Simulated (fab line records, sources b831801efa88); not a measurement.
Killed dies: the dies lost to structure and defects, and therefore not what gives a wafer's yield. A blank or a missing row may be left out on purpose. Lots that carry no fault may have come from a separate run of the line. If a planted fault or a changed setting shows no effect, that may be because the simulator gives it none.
Matching of chambers    flow gf180mcu    GF_STI_ETCH_13 on rieDiel-04 has 4 sister chambers
The step etches the open film in CHF3/O2, stops on Si, target depth 282.31 nm, time 112.9 s. 8 wafers are shown with their chamber, then 10 later ones without.

WAFERS PAIRED WITH THEIR CHAMBERS
wafer   chamber  drypumpMotorCurrentA (A)  oesProductAu (a.u.)
L081.4  0        6.1                       0.839
L085.4  2        6.5                       0.839
L086.2  1        5.3                       0.830
L086.6  0        6.1                       0.824
L088.3  2        6.5                       0.832
L088.6  3        5.9                       0.831
L090.1  1        5.3                       0.835
L090.3  3        5.8                       0.827

WAFERS WHOSE CHAMBER IS MISSING
wafer   drypumpMotorCurrentA (A)  oesProductAu (a.u.)
L090.5  6.1                       0.835
L091.3  6.4                       0.840
L091.4  5.9                       0.834
L091.5  5.3                       0.832
L092.1  5.8                       0.831
L092.3  5.3                       0.826
L092.6  6.5                       0.826
L093.2  5.8                       0.825
L093.4  6.5                       0.838
L093.6  5.3                       0.835

EACH ONE'S CHAMBER
wafer   from the rows above  in truth
L090.5  0                    0
L091.3  2                    2
L091.4  3                    3
L091.5  1                    1
L092.1  3                    3
L092.3  1                    1
L092.6  2                    2
L093.2  3                    3
L093.4  2                    2
L093.6  1                    1
Correct placement for 10 of the 10. Can't be placed from these rows: 0. Number placed wrongly: 0.
How it was worked out, from the rows above alone: a wafer's distance from a chamber is the root of the sum, over the readings, of the square of ((its reading less the chamber's mean) divided by the reading's scatter). If the next closest chamber is less than 2 further off than the closest, the wafer can't be placed; otherwise it belongs to the closest. The mean given for a chamber averages the wafers shown for that chamber. The scatter is the square root of a quotient: the sum, over the shown wafers, of each reading's squared deviation from its chamber's mean, divided by wafers minus chambers.
